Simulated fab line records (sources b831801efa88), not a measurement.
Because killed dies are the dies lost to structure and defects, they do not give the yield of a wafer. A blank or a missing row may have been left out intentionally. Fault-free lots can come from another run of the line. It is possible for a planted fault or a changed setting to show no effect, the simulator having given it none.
Problem report, 8D (eight disciplines) form, completed by code / flow sky130 / the parts of the form that need people (team, actions taken, sign-off) are left out

1. WHAT IS WRONG
run length s at SKY_GATE_OXIDE_CLEAN_00 reads a mean of 74 s on 6 wafers of 2 lots; wafers without a fault read 179 s with a standard deviation of 3.8. Relative to the usual mean, that is a shift of -28 standard deviations.
The step: cleans in SC1/SC2, time 150 s.
Seen first at day 15 23:42 on wet bench-02, wafer L278.4. The record has a number at this step for 39 wafers belonging to 13 lots. By rule, "out" or "out of limits" means more than 4 standard deviations away from the usual mean. Any other wafer with a number is counted as sound.

2. WHAT THIS IS AND IS NOT
question=which readings at this step | is=run length s | is not=-
question=which lots | is=L278, L280 | is not=L268, L269, L270, L273, L274, L276, L277, L283, L284, L290, L291
question=which wafers of those lots | is=all that have a number | is not=-
question=read on which tools | is=wet bench-02 | is not=wet bench-01, wet bench-04
question=when | is=from day 15 23:42 | is not=up to then (21 sound wafers); but 12 sound wafers of L283, L284, L290, L291 came after

3. SUSPECTS, AND WHAT RULES EACH OUT
Counting: a tool at a process step up to the reading stays a suspect if it ran every lot that is out and no sound lot after the first of them.
- plasma asher-02 at SKY_FIELD_ISO_STRIP_16 (strips in O2/N2): ruled out as a lasting fault. The sound lots L284, L290 went through it after L278, its earliest lot that is out (day 4 08:05).
- wet bench-02 at SKY_GATE_OXIDE_CLEAN_00 (cleans in SC1/SC2, time 150 s): kept. It ran every lot that is out, first L278 (day 15 23:42), and no sound lot after that; its last sound lot up to then is L277 (day 15 14:16). Its own run length s readings are out on those wafers.
The count leaves wet bench-02 at SKY_GATE_OXIDE_CLEAN_00.

4. THE CAUSE (what the simulator had put in)
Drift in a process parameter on wet bench-02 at SKY_GATE_OXIDE_CLEAN_00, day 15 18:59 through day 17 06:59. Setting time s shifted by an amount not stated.
Counting left only this tool.

5. THE CHAIN OF EFFECTS, in route order
Each row: a reading where the mean over the struck wafers with a number is more than 3 standard deviations away from the usual. Readings are gone through only where the record gives a usual standard deviation; hours: the median, over the lots, of the time from a lot's start at the first step in this table giving one to that lot's start at this step; sigmas: the change measured in usual standard deviations.
hours=0; step=SKY_GATE_OXIDE_CLEAN_00; reading=run length s; usual=179 s; on struck wafers=74; change=-105; sigmas=-28
It contains these process steps:
- SKY_GATE_OXIDE_CLEAN_00: cleans in SC1/SC2, time 150 s.
Later measuring or inspecting steps at which every struck wafer that the step has a row for has a number for every such reading, and none has moved that far: SKY_GATE_OXIDE_TW_MEAS_14.

6. WHAT WOULD HAVE CAUGHT IT SOONER
First out-of-limits reading in this record: day 15 23:42, which is 5 hours after fault onset at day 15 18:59.
